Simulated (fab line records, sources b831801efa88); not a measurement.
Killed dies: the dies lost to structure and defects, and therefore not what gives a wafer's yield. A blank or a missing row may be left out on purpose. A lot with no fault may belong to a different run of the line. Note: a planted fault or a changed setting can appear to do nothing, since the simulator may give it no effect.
2 desks, one fault    flow sky130    every desk sees just its own numbers, and what lay behind them comes last

== DESK OF THE TOOL OWNER: lpcvd-01 ==
The tool's own readings at SKY_POLY_GATE_CVD_00 (deposits poly-Si, target thk 180 nm, time 720 s): means of the sampled wafers that have a number, for each lot that ran on this tool. Any lot whose mean is over 4 standard deviations away from the usual mean is out of limits and marked OUT; that distance is given in the brackets. 7 of its 8 readings are shown: the first one out of limits and those lying furthest out on some lot.
Columns: A = spike tc bottom C at SKY_POLY_GATE_CVD_00, usual 642.3 C; B = spike tc centre C at SKY_POLY_GATE_CVD_00, usual 620.8 C; C = spike tc lower C at SKY_POLY_GATE_CVD_00, usual 620.4 C; D = spike tc top C at SKY_POLY_GATE_CVD_00, usual 640.4 C; E = spike tc upper C at SKY_POLY_GATE_CVD_00, usual 621.1 C; F = susceptor temp C at SKY_POLY_GATE_CVD_00, usual 619.95 C; G = zone power upper pct at SKY_POLY_GATE_CVD_00, usual 8.98 %
lot   first seen here  A                B                C                D                E                F                         G
L231  day 15 01:36     642.3            621.2            621.2            638.4            621.7            620.03                    8.96
L232  day 15 12:10     641.4            619.8            621.2            641.9            620.8            619.80                    8.97
L234  day 15 18:55     643.1            621.5            620.3            638.1            620.6            619.85                    8.91
L235  day 15 20:27     643.0            621.6            621.3            638.6            621.9            620.12                    8.85
L236  day 16 10:59     642.9            622.3            619.5            639.4            621.4            619.76                    8.95
L237  day 16 14:41     641.0            618.9            622.0            641.6            621.3            619.78                    8.97
L240  day 17 13:30     613.1 (-22) OUT  590.1 (-22) OUT  591.1 (-24) OUT  614.3 (-14) OUT  592.6 (-29) OUT  591.21 (-99 or more) OUT  8.28 (-8.0) OUT
L242  day 18 03:07     612.8 (-23) OUT  591.8 (-21) OUT  591.4 (-24) OUT  614.3 (-15) OUT  591.9 (-30) OUT  591.18 (-99 or more) OUT  8.31 (-7.6) OUT
L250  day 21 02:15     640.7            619.6            621.7            641.9            620.8            619.49                    8.91
L251  day 21 20:11     640.5            620.1            619.9            642.2            621.2            619.95                    9.05
L252  day 21 21:23     642.3            622.2            620.3            638.3            621.6            619.90                    8.97
L253  day 22 03:43     643.7            622.3            620.2            638.9            621.0            620.02                    9.05
This desk finds L240, L242 out of limits, L240 being first, at day 17 13:30 (spike tc bottom C at SKY_POLY_GATE_CVD_00). L231, L232, L234, L235, L236, L237, L250, L251, L252, L253: within limits.

== METROLOGY DESK ==
What the gauges read, lot by lot, whatever tool the lot ran on: means of the sampled wafers that have a number. Any lot whose mean is over 4 standard deviations away from the usual mean is out of limits and marked OUT; that distance is given in the brackets.
Columns: A = cd nm at SKY_FIELD_ISO_CD_MEAS_13, usual 149.9 nm; B = DNWELL_TW at SKY_DNWELL_TW_MEAS_09, usual 1113; C = NWELL_00_OVL at SKY_NWELL_OVL_MEAS_10, usual -1.7 nm; D = POLY_GATE_CVD_00_THK at SKY_POLY_GATE_THK_MEAS_01, usual 179.9 nm
lot   first seen here  A      B     C     D
L231  day 2 09:49      148.8  1104  -2.3  177.6
L232  day 2 14:04      150.8  1105  -2.3  179.1
L234  day 3 08:37      148.9  1100  -2.2  180.6
L235  day 3 09:02      149.5  1101  -1.3  177.7
L236  day 3 18:37      149.1  1108  -0.6  182.9
L237  day 3 18:43      150.8  1104  -1.2  181.2
L240  day 4 08:36      149.0  1114  -2.9  90.5 (-56) OUT
L242  day 4 19:16      150.3  1128  -2.9  90.3 (-56) OUT
L250  day 6 13:06      150.8  1121  -0.8  178.3
L251  day 6 21:21      152.5  1101  0.5   178.3
L252  day 7 00:02      148.9  1114  -2.2  180.0
L253  day 7 05:44      149.1  1118  -1.9  179.5
This desk's result: L240, L242 out of limits, first on L240 (POLY_GATE_CVD_00_THK at SKY_POLY_GATE_THK_MEAS_01), day 17 14:43. L231, L232, L234, L235, L236, L237, L250, L251, L252, L253: within limits.

== PUT TOGETHER ==
At day 17 13:30, on L240, L242, the tool owner's desk was in a position to raise an alarm.
L240, L242 would have let the metrology desk raise an alarm at day 17 14:43.
SKY_POLY_GATE_CVD_00 was run on lpcvd-01 by each of the lots named.

== WHAT THE SIMULATOR PUT IN ==
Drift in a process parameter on lpcvd-01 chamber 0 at SKY_POLY_GATE_CVD_00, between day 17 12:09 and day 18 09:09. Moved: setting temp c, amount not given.
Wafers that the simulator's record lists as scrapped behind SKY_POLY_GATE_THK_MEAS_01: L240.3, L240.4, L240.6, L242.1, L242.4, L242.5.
Struck lots among those shown: L240, L242.
Delay (hours) between the fault's onset and each desk's first out-of-limits reading: 1 at the tool owner's desk, 3 at the metrology desk.
